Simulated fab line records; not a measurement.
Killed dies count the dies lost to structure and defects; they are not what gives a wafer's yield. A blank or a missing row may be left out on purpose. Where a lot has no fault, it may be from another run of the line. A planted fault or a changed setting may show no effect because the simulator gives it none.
A single fault, viewed from 2 desks    flow gf180mcu    numbers are kept per desk, each desk with only its own; the story behind them comes last

== TOOL OWNER'S DESK, lithoTrack-04 ==
At GF_DUAL_GATE_SOFTBAKE_07 (time 60 s), the tool's own readings, given per lot that ran on this tool as the mean of the sampled wafers with a number. A lot is out of limits, marked OUT, if its mean lies more than 4 standard deviations from the usual mean; the brackets give that distance.
Columns: A = chillPlateTempC at GF_DUAL_GATE_SOFTBAKE_07, usual 23.01 C; B = heaterPowerTotalW at GF_DUAL_GATE_SOFTBAKE_07, usual 56.59 W; C = runLengthS at GF_DUAL_GATE_SOFTBAKE_07, usual 89.22 s
lot   first seen here  A      B                        C
L168  day 8 05:53      23.10  56.59                    89.29
L172  day 9 09:22      23.03  56.57                    89.28
L173  day 9 16:35      23.04  56.60                    89.28
L174  day 9 20:41      23.03  56.63                    89.32
L175  day 10 07:05     22.91  56.59                    89.31
L183  day 12 14:53     23.00  61.25 (+99 or more) OUT  76.76 (-62) OUT
L184  day 12 16:44     23.04  61.28 (+99 or more) OUT  76.84 (-62) OUT
Finding of this desk: L183, L184 out of limits; the first was L183 at day 12 14:53, on heaterPowerTotalW at GF_DUAL_GATE_SOFTBAKE_07. L168, L172, L173, L174, L175: within limits.

== AT THE METROLOGY DESK ==
What the gauges read, lot by lot, whatever tool the lot ran on: means of the sampled wafers that have a number. A lot is out of limits, marked OUT, if its mean lies more than 4 standard deviations from the usual mean; the brackets give that distance.
Columns: A = MVSD_RS at GF_VT_IMPLANT_RS_MEAS_46, usual 456.3 ohm/sq; B = NWELL_RS at GF_VT_IMPLANT_RS_MEAS_47, usual 487.9 ohm/sq
lot   first seen here  A      B
L167  day 7 15:02      456.7  486.9
L168  day 7 19:13      457.1  488.6
L169  day 8 01:10      456.2  487.2
L170  day 8 07:40      455.7  486.2
L171  day 8 15:17      456.3  486.4
L172  day 8 21:39      456.4  487.5
L173  day 9 05:40      455.7  486.8
L174  day 9 10:17      456.1  486.0
L175  day 9 19:43      455.3  488.0
L183  day 12 03:07     458.2  488.7
L184  day 12 05:16     457.4  487.8
L188  day 13 13:13     456.1  488.3
L189  day 13 19:56     455.6  486.3
L190  day 14 05:21     457.7  488.1
This desk found nothing out of limits on any of the 14 lots.

== ALL TOGETHER ==
The tool owner's desk could have raised an alarm at day 12 14:53, on L183, L184.
At the metrology desk, nothing out of limits was observed.
The metrology desk holds a record of L183, L184, inside its limits.
Of the lots named, all ran GF_DUAL_GATE_SOFTBAKE_07 on lithoTrack-04.

== WHAT HAD BEEN PUT IN BY THE SIMULATOR ==
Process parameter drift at GF_DUAL_GATE_SOFTBAKE_07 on lithoTrack-04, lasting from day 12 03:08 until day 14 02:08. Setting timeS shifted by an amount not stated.
Struck lots among those shown: L183, L184.
How many hours passed from the start of the fault until each desk's first out-of-limits reading: the tool owner's desk, 12.
